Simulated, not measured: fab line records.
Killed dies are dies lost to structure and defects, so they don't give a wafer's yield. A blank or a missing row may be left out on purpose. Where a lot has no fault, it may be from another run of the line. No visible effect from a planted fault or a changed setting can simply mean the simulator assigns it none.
2 desks looking at one fault + flow gf180mcu + each desk holds nothing but its own numbers, with what lay behind them at the end

== FROM THE METROLOGY DESK ==
Means of the sampled wafers that have a number, per lot and without regard to the tool the lot ran on: this is what the gauges read. Any lot whose mean is over 4 standard deviations away from the usual mean is out of limits and marked OUT; that distance is given in the brackets.
Columns: A = V3_BOW at GF_V3_BOW_MEAS_05, usual 117 um
| lot  | first seen here | A   |
|------|-----------------|-----|
| L275 | day 22 22:37    | 112 |
| L276 | day 23 15:20    | 118 |
| L278 | day 24 04:33    | 119 |
| L279 | day 24 08:35    | 114 |
| L282 | day 25 11:04    | 124 |
| L286 | day 26 10:23    | 123 |
| L289 | day 27 15:11    | 116 |
| L290 | day 27 18:23    | 110 |
| L291 | day 28 03:14    | 117 |
| L292 | day 28 10:04    | 117 |
| L294 | day 28 21:42    | 113 |
Result from this desk: across the 11 lots, nothing is out of limits.

== FOR THE TOOL OWNER'S DESK: rie-metal-04 ==
The tool's own readings at GF_M3_METAL_ETCH_16 (etches the open film in Cl2/BCl3, stops on SiO2, target depth 627.5 nm, time 104.6 s): means of the sampled wafers that have a number, for each lot that ran on this tool. Any lot whose mean is over 4 standard deviations away from the usual mean is out of limits and marked OUT; that distance is given in the brackets.
Columns: A = bias-w at GF_M3_METAL_ETCH_16, usual 140.0 W; B = drypump-motor-current-A at GF_M3_METAL_ETCH_16, usual 5.66 A; C = oes-product-au at GF_M3_METAL_ETCH_16, usual 0.969 a.u.; D = throttle-valve-pct at GF_M3_METAL_ETCH_16, usual 28.253 %
| lot  | first seen here | A                       | B    | C     | D      |
|------|-----------------|-------------------------|------|-------|--------|
| L276 | day 23 14:05    | 140.0                   | 5.60 | 0.955 | 28.261 |
| L278 | day 24 03:13    | 139.4                   | 5.35 | 0.966 | 28.256 |
| L279 | day 24 07:17    | 182.9 (+99 or more) OUT | 5.33 | 0.963 | 28.262 |
| L282 | day 25 09:51    | 167.6 (+71) OUT         | 5.47 | 0.982 | 28.246 |
| L292 | day 28 08:40    | 140.5                   | 5.43 | 0.976 | 28.248 |
This desk's verdict: out of limits on L279, L282, starting with L279 at day 24 07:17 (bias-w at GF_M3_METAL_ETCH_16). In limits: L276, L278, L292.

== PUT TOGETHER ==
On L279, L282, at day 24 07:17, an alarm was possible from the tool owner's desk.
Metrology desk: nothing out of limits seen.
The metrology desk holds a record of L279, L282, inside its limits.
GF_M3_METAL_ETCH_16 was run on rie-metal-04 by each of the lots named.

== WHAT WAS PUT IN BY THE SIMULATOR ==
rie-metal-04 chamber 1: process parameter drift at GF_M3_METAL_ETCH_16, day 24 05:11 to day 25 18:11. Setting bias-w, moved by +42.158, from 140. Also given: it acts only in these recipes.
Shown lots that were struck: L279, L282.
Time in hours from fault onset to the first out-of-limits reading at each desk: the tool owner's desk, 2.
